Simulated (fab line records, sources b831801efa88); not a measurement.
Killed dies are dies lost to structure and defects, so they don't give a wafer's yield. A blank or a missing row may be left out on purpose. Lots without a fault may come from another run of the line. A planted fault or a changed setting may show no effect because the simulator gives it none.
One fault seen from 2 desks | flow sky130 | each desk has only its own numbers; what lay behind them comes last

THE TOOL OWNER'S DESK: implanter-03
The tool's own readings at SKY_VT_ADJUST_PCH_IMPLANT_08: means of the sampled wafers that have a number, for each lot that ran on this tool. A lot is out of limits, marked OUT, if its mean lies more than 4 standard deviations from the usual mean; the brackets give that distance.
Columns: A = dose_ions_cm2 at SKY_VT_ADJUST_PCH_IMPLANT_08, usual 5e+11; B = faraday_current_uA at SKY_VT_ADJUST_PCH_IMPLANT_08, usual 2.82
lot  | first seen here | A                       | B
L875 | day 11 03:14    | 5e+11                   | 2.83
L880 | day 12 14:25    | 4e+11 (-99 or more) OUT | 2.26 (-10) OUT
L881 | day 12 18:13    | 4e+11 (-99 or more) OUT | 2.29 (-9.6) OUT
L890 | day 15 19:19    | 5e+11                   | 2.88
L893 | day 16 22:09    | 5e+11                   | 2.81
L895 | day 17 11:26    | 5e+11                   | 2.84
This desk's finding: out of limits on L880, L881; first on L880, day 12 14:25 (dose_ions_cm2 at SKY_VT_ADJUST_PCH_IMPLANT_08). In limits: L875, L890, L893, L895.

THE METROLOGY DESK
What the gauges read, lot by lot, whatever tool the lot ran on: means of the sampled wafers that have a number. A lot is out of limits, marked OUT, if its mean lies more than 4 standard deviations from the usual mean; the brackets give that distance.
Columns: A = VT_ADJUST_PCH_TW at SKY_VT_ADJUST_PCH_TW_MEAS_10, usual 142.5; B = cd_nm at SKY_SONOS_ONO_CD_MEAS_13, usual 409.9 nm; C = GATE_OXIDE_OXIDATION_00_THK at SKY_GATE_OXIDE_THK_MEAS_02, usual 10.24 nm
lot  | first seen here | A               | B     | C
L875 | day 11 03:27    | 143.0           | 410.5 | 10.26
L880 | day 12 14:38    | 134.6 (-12) OUT | 410.6 | 10.17
L881 | day 12 18:28    | 134.4 (-12) OUT | 408.5 | 10.36
L883 | day 13 15:20    | 142.8           | 407.8 | 10.26
L886 | day 14 15:04    | 142.0           | 414.0 | 10.40
L888 | day 15 01:26    | 143.0           | 410.4 | 10.09
L889 | day 15 10:25    | 142.4           | 409.1 | 9.97
L890 | day 15 19:34    | 143.1           | 408.2 | 10.46
L892 | day 16 19:40    | 141.9           | 410.5 | 10.17
L893 | day 16 22:24    | 143.0           | 412.8 | 10.12
L894 | day 17 04:08    | 141.7           | 409.0 | 10.18
L895 | day 17 11:40    | 141.4           | 415.1 | 10.21
This desk's finding: out of limits on L880, L881; first on L880, day 12 14:38 (VT_ADJUST_PCH_TW at SKY_VT_ADJUST_PCH_TW_MEAS_10). In limits: L875, L883, L886, L888, L889, L890, L892, L893, L894, L895.

PUT TOGETHER
The tool owner's desk could have raised an alarm at day 12 14:25, on L880, L881.
The metrology desk could have raised an alarm at day 12 14:38, on L880, L881.
Of the lots named, all ran SKY_VT_ADJUST_PCH_IMPLANT_08 on implanter-03.

WHAT THE SIMULATOR HAD PUT IN
Process parameter drift: implanter-03, from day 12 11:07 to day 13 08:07, at SKY_VT_ADJUST_PCH_IMPLANT_08. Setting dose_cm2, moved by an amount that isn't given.
Lots struck among those shown: L880, L881.
Hours from the fault's start to each desk's first reading out of limits: the tool owner's desk, 3; the metrology desk, 4.
